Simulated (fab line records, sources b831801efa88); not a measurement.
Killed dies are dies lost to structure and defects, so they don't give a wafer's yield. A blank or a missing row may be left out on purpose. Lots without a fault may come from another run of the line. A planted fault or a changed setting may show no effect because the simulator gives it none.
One fault seen from 2 desks | flow sky130 | each desk has only its own numbers; what lay behind them comes last

THE METROLOGY DESK
What the gauges read, lot by lot, whatever tool the lot ran on: means of the sampled wafers that have a number. A lot is out of limits, marked OUT, if its mean lies more than 4 standard deviations from the usual mean; the brackets give that distance.
Columns: A = LI_CONTACT_HDPCVD_THK at SKY_LI_CONTACT_THK_MEAS_01, usual 926 nm
lot  | first seen here | A
L844 | day 27 20:33    | 932
L846 | day 28 11:35    | 927
L845 | day 28 11:41    | 923
L848 | day 29 03:35    | 916
L849 | day 30 01:46    | 925
L850 | day 30 05:28    | 917
L853 | day 31 04:16    | 916
L854 | day 31 07:18    | 930
L855 | day 31 17:29    | 931
L857 | day 32 09:35    | 933
L858 | day 32 16:47    | 928
L860 | day 33 09:24    | 914
L861 | day 33 17:29    | 926
This desk's finding: nothing out of limits on any of the 13 lots.

THE TOOL OWNER'S DESK: cmp-01
The tool's own readings at SKY_LI_CONTACT_CMP_02 (polishes PSG): means of the sampled wafers that have a number, for each lot that ran on this tool. A lot is out of limits, marked OUT, if its mean lies more than 4 standard deviations from the usual mean; the brackets give that distance.
Columns: A = motor_current_A at SKY_LI_CONTACT_CMP_02, usual 12.5 A; B = platen_rpm at SKY_LI_CONTACT_CMP_02, usual 60.01 rpm; C = slurry_flow_ml_min at SKY_LI_CONTACT_CMP_02, usual 150.1; D = time_to_endpoint_s at SKY_LI_CONTACT_CMP_02, usual 32.5 s
lot  | first seen here | A    | B     | C     | D
L849 | day 30 01:52    | 13.1 | 59.99 | 150.1 | 33.2
L850 | day 30 05:36    | 13.1 | 60.05 | 150.3 | 28.3
L853 | day 31 04:20    | 12.4 | 60.01 | 150.2 | 31.3
L855 | day 31 17:32    | 12.7 | 60.01 | 150.0 | 34.6
L860 | day 33 09:33    | 12.2 | 60.05 | 150.1 | 36.1
L861 | day 33 17:31    | 11.9 | 59.98 | 150.3 | 38.2
This desk's finding: nothing out of limits on any of the 6 lots.

PUT TOGETHER
The metrology desk saw nothing out of limits.
The tool owner's desk saw nothing out of limits.

WHAT THE SIMULATOR HAD PUT IN
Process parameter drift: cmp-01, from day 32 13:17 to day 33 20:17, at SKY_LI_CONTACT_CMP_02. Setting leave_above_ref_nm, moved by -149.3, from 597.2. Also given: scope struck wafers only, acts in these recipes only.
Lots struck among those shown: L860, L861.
